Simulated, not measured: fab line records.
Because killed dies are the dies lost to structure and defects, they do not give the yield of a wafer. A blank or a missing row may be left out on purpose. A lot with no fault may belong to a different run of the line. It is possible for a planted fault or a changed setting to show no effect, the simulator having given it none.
A struck lot beside a sound one | flow sky130 | 43 steps out of a route of 708
Sound: the wafers L161.2, L161.4, L161.5. Struck: wafer L172.3 (left out: L172.2, L172.4 of the same lot, which were not struck); the cause appears at the end.
Each step with rows lists, per side, the tool, then ch with its chambers, then its first start. Under that, the readings that differ: sound wafers | struck wafers | difference of the means | sigmas: that difference in standard deviations of wafers without a fault.
alike: words and numbers the same on both sides, and readings whose means are apart by under 2 such deviations; not compared: readings that were withheld, readings missing a value for some wafer, numbers with overlapping values and no deviation given by the record, and bounds like >300 which may hide the same value.
Wherever a step has rows on one side only, a row that says differs or no value, or a row with sigmas, the two part there. Non-overlapping numbers with no deviation appear without sigmas and do not part them. A reading that every wafer of one side lacks parts them only if that side has two wafers or more.

SKY_VIA4_THK_MEAS_01:
  sound on film-metro-02 at day 42 12:17; struck on film-metro-02 at day 45 23:29
  alike: VIA4_HDPCVD_THK
then, 1 step without rows for these wafers: SKY_VIA4_CMP_02 (polishes SiO2).
SKY_VIA4_BOW_MEAS_03:
  sound on film-metro-01 at day 42 12:40; struck on film-metro-02 at day 45 23:52
  reading       | sound    | struck | difference | sigmas
  VIA4_BOW (um) | 88 95 95 | 74     | -19        | -2
then, 7 steps without rows for these wafers: SKY_VIA4_DEHYDRATE_04 (time 60 s); SKY_VIA4_HMDS_05 (prime time 60 s); SKY_VIA4_COAT_06 (resist thk 1140 nm); SKY_VIA4_SOFTBAKE_07 (time 60 s); SKY_VIA4_EXPOSE_08 (exposes mask VIM4, target cd 800 nm); SKY_VIA4_PEB_09; SKY_VIA4_DEVELOP_10 (develop time 60 s).
SKY_VIA4_OVL_MEAS_11:
  sound on overlay-02 at day 43 12:05; struck on overlay-01 at day 46 20:32
  alike: VIA4_OVL
SKY_VIA4_ETCH_12: etches SiO2 in C4F8/O2/Ar, stops on TiN, target depth 580 nm.
  sound on rie-diel-04 ch 0,1, day 43 12:07; struck on rie-diel-01 ch 0, day 46 20:34
  alike: oes-product-au
SKY_VIA4_STRIP_13: strips in O2/N2.
  sound on plasma-asher-03 ch 0,1, day 43 12:11; struck on plasma-asher-04 ch 0, day 46 20:38
  reading                      | sound             | struck | difference | sigmas
  strip-time-to-endpoint-s (s) | 12.80 12.86 12.80 | 12.74  | -0.08      | -3
  alike: drypump-motor-current-A, oes-product-au
  not compared: rf-hours-counter-h
then, 5 steps without rows for these wafers: SKY_VIA4_STRIP_14 (strips in post etch residue remover, time 1200 s); SKY_VIA4_CLEAN_15 (cleans in IPA, time 180 s); SKY_VIA4_CLEAN_16 (cleans in O3/DIW); SKY_VIA4_SPUTTER_17 (material TiN, target thk 20 nm, time 80 s); SKY_VIA4_CVD_18 (deposits W, target thk 505 nm, time 152.14 s).
SKY_VIA4_RS_MEAS_19: the measuring method here is four-point-probe.
  sound on film-metro-03 at day 43 13:01; struck on film-metro-03 at day 46 21:28
  alike: VIA4_W_RS
SKY_VIA4_THK_MEAS_20: measures by xrf.
  sound on film-metro-03 at day 43 13:07; struck on film-metro-03 at day 46 21:34
  alike: VIA4_W_THK
SKY_VIA4_CMP_21: polishes, stops on SiO2, t overpolish 25 s, target thk 0 nm.
  sound on cmp-01 ch 0,2,3, day 43 13:13; struck on cmp-01 ch 2, day 46 21:40
  alike: head-pressure-psi, motor-current-A, overpolish-run-s, time-to-endpoint-s
then, 1 step without rows for these wafers: SKY_METAL5_SPUTTER_00 (material Ti, target thk 15 nm, time 10 s).
SKY_METAL5_SPUTTER_01: material TiN, target thk 20 nm, time 16.7 s.
  sound on pvd-sputter-02 at day 43 13:32; struck on pvd-sputter-03 at day 46 21:56
  alike: chamber-pressure-pa, throttle-valve-pct
then, 2 steps without rows for these wafers: SKY_METAL5_SPUTTER_02 (material AlCu, target thk 1150 nm, time 61.2 s); SKY_METAL5_SPUTTER_03 (material Ti, target thk 5 nm, time 3.3 s).
SKY_METAL5_SPUTTER_04: material TiN, target thk 70 nm, time 58.3 s.
  sound on pvd-sputter-02 at day 43 13:38; struck on pvd-sputter-03 at day 46 22:02
  alike: chamber-pressure-pa, throttle-valve-pct
SKY_METAL5_RS_MEAS_05: the measuring method here is four-point-probe.
  sound on film-metro-03 at day 43 13:42; struck on film-metro-03 at day 46 22:07
  reading                 | sound                | struck | difference | sigmas
  METAL5_ALCU_RS (ohm/sq) | 0.0277 0.0274 0.0275 | 0.0265 | -0.0010    | -3
SKY_METAL5_THK_MEAS_06: measures by xrf.
  sound on film-metro-03 at day 43 13:49; struck on film-metro-03 at day 46 22:13
  reading              | sound          | struck | difference | sigmas
  METAL5_ALCU_THK (nm) | 1115 1125 1115 | 1169   | +51        | +3
then, 9 steps without rows for these wafers: SKY_METAL5_DEHYDRATE_07 (time 60 s); SKY_METAL5_HMDS_08 (prime time 60 s); SKY_METAL5_COAT_09 (resist thk 1800 nm); SKY_METAL5_SOFTBAKE_10 (time 60 s); SKY_METAL5_EXPOSE_11 (exposes mask MM5, target cd 1600 nm); SKY_METAL5_PEB_12; SKY_METAL5_DEVELOP_13 (develop time 60 s); SKY_METAL5_DESCUM_14 (chemistry O2, time 11 s); SKY_METAL5_METAL_ETCH_15 (etches the open film in Cl2/BCl3, stops on SiO2, target depth 1260 nm, time 252 s).
SKY_METAL5_STRIP_16: strips in O2/N2.
  sound on plasma-asher-04 ch 0,1, day 44 11:52; struck on plasma-asher-04 ch 1, day 47 18:28
  alike: drypump-motor-current-A, oes-product-au, strip-time-to-endpoint-s
  not compared: rf-hours-counter-h
then, 4 steps without rows for these wafers: SKY_METAL5_STRIP_17 (strips in post etch residue remover, time 1200 s); SKY_METAL5_CLEAN_18 (cleans in IPA, time 180 s); SKY_METAL5_CLEAN_19 (cleans in O3/DIW); SKY_PASSIVATION_CVD_00 (deposits SiO2, target thk 90 nm).
SKY_PAD_OPEN_PROBE_99:
  sound on prober-02 at day 46 10:52; struck on prober-01 at day 49 13:07
  reading                               | sound               | struck                   | difference                   | sigmas
  hold                                  | - - -               | await-dispo/5.2h/release | no value on the sound wafers |
  defect-limited-yield (%)              | 84.6 84.6 83.5      | 72.0                     | -12.2                        | -6
  killed_at_M4_up                       | 4 5 5               | 69                       | +64                          | +34
  killed-dies                           | 76 76 81            | 138                      | +60                          | +5
  sort_bin_3_pad_short (%)              | 1.0 0.6 0.2         | 7.3                      | +6.7                         | +16
  sort_bin_5_function (%)               | 9.1 8.5 8.9         | 15.9                     | +7.1                         | +4
  sort-n-pass                           | 416 416 411         | 354                      | -60                          | -5
  sort-yield-pct (%)                    | 84.6 84.6 83.5      | 72.0                     | -12.2                        | -6
  model.etest.tester.sort-n-pass        | 416 416 411         | 354                      | -60                          |
  model.etest.tester.sort-yield-pct (%) | 84.55 84.55 83.54   | 71.95                    | -12.26                       |
  model.etest.tester.sort_bin_5_pct (%) | 9.146 8.537 8.943   | 15.85                    | +6.97                        |
  model.etest.tester.sort_bin_3_pct (%) | 1.016 0.6098 0.2033 | 7.317                    | +6.707                       |
  alike: killed_at_M0_to_M3, killed-at-contacts, killed-at-front-end, killed-at-other, killed-open, killed-short, sort_bin_6_memory

## WHERE THEY PART
Last at SKY_PAD_OPEN_PROBE_99 as far as this record goes, first at SKY_VIA4_BOW_MEAS_03.

WHY: what the simulator had put in
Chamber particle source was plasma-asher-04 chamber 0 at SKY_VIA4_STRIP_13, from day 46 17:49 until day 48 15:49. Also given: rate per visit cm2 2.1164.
